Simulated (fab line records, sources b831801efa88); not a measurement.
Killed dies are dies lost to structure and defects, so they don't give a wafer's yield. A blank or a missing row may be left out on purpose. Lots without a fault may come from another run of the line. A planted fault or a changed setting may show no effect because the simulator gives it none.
One fault seen from 2 desks | flow sky130 | each desk has only its own numbers; what lay behind them comes last

THE TOOL OWNER'S DESK: lpcvd-03
The tool's own readings at SKY_SONOS_ONO_CVD_04 (deposits SiO2 from SiH4/N2O, target thk 5.7199 nm): means of the sampled wafers that have a number, for each lot that ran on this tool. A lot is out of limits, marked OUT, if its mean lies more than 4 standard deviations from the usual mean; the brackets give that distance.
Columns: A = spike_tc_bottom_C at SKY_SONOS_ONO_CVD_04, usual 915.3 C; B = spike_tc_centre_C at SKY_SONOS_ONO_CVD_04, usual 899.4 C; C = spike_tc_lower_C at SKY_SONOS_ONO_CVD_04, usual 900.6 C; D = zone_power_centre_pct at SKY_SONOS_ONO_CVD_04, usual 19.35 %; E = zone_power_upper_pct at SKY_SONOS_ONO_CVD_04, usual 17.7 %
lot  | first seen here | A     | B               | C     | D               | E
L729 | day 14 14:32    | 914.9 | 912.5 (+10) OUT | 897.1 | 24.54 (+27) OUT | 15.5
L737 | day 17 18:14    | 913.2 | 897.7           | 900.0 | 19.33           | 18.1
L740 | day 18 04:03    | 917.0 | 900.8           | 902.9 | 19.19           | 17.0
L742 | day 18 21:30    | 916.7 | 899.9           | 902.6 | 19.46           | 17.0
L743 | day 19 06:37    | 916.5 | 900.2           | 903.7 | 19.31           | 17.0
This desk's finding: out of limits on L729; first on L729, day 14 14:32 (spike_tc_centre_C at SKY_SONOS_ONO_CVD_04). In limits: L737, L740, L742, L743.

THE METROLOGY DESK
What the gauges read, lot by lot, whatever tool the lot ran on: means of the sampled wafers that have a number. A lot is out of limits, marked OUT, if its mean lies more than 4 standard deviations from the usual mean; the brackets give that distance. Of its 11 readings 7 are shown: those that lie furthest out on some lot.
Columns: A = cd_nm at SKY_SONOS_TUNNEL_CD_MEAS_07, usual 410.4 nm; B = SONOS_TUNNEL_TW at SKY_SONOS_TUNNEL_TW_MEAS_12, usual 197.9; C = SONOS_ONO_CVD_04_THK at SKY_SONOS_ONO_THK_MEAS_05, usual 5.75 nm; D = cd_nm at SKY_SONOS_ONO_CD_MEAS_13, usual 409.6 nm; E = SONOS_ONO_OVL at SKY_SONOS_ONO_OVL_MEAS_14, usual -0.1 nm; F = GATE_OXIDE_OXIDATION_00_THK at SKY_GATE_OXIDE_THK_MEAS_02, usual 10.26 nm; G = GATE_OXIDE_OVL at SKY_GATE_OXIDE_OVL_MEAS_10, usual 1.3 nm
lot  | first seen here | A     | B     | C    | D     | E    | F     | G
L729 | day 14 07:56    | 409.6 | 200.6 | 5.93 | 410.7 | 1.5  | 10.15 | 2.2
L737 | day 17 12:53    | 409.7 | 200.6 | 5.56 | 410.0 | -0.7 | 10.12 | 0.6
L740 | day 18 00:31    | 410.5 | 201.4 | 5.67 | 406.7 | 1.4  | 10.48 | 0.4
L742 | day 18 15:58    | 413.1 | 194.6 | 5.86 | 409.1 | -1.5 | 10.83 | 2.9
L743 | day 19 01:31    | 409.3 | 199.1 | 5.73 | 409.2 | 0.5  | 10.27 | 1.0
This desk's finding: nothing out of limits on any of the 5 lots.

PUT TOGETHER
The tool owner's desk could have raised an alarm at day 14 14:32, on L729.
The metrology desk saw nothing out of limits.
The metrology desk has L729 on record, within its limits.
Of the lots named, all ran SKY_SONOS_ONO_CVD_04 on lpcvd-03.

WHAT THE SIMULATOR HAD PUT IN
Process parameter drift: lpcvd-03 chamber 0, from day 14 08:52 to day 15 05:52, at SKY_SONOS_ONO_CVD_04. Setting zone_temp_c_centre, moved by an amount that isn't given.
Lots struck among those shown: L729.
Hours from the fault's start to each desk's first reading out of limits: the tool owner's desk, 6.
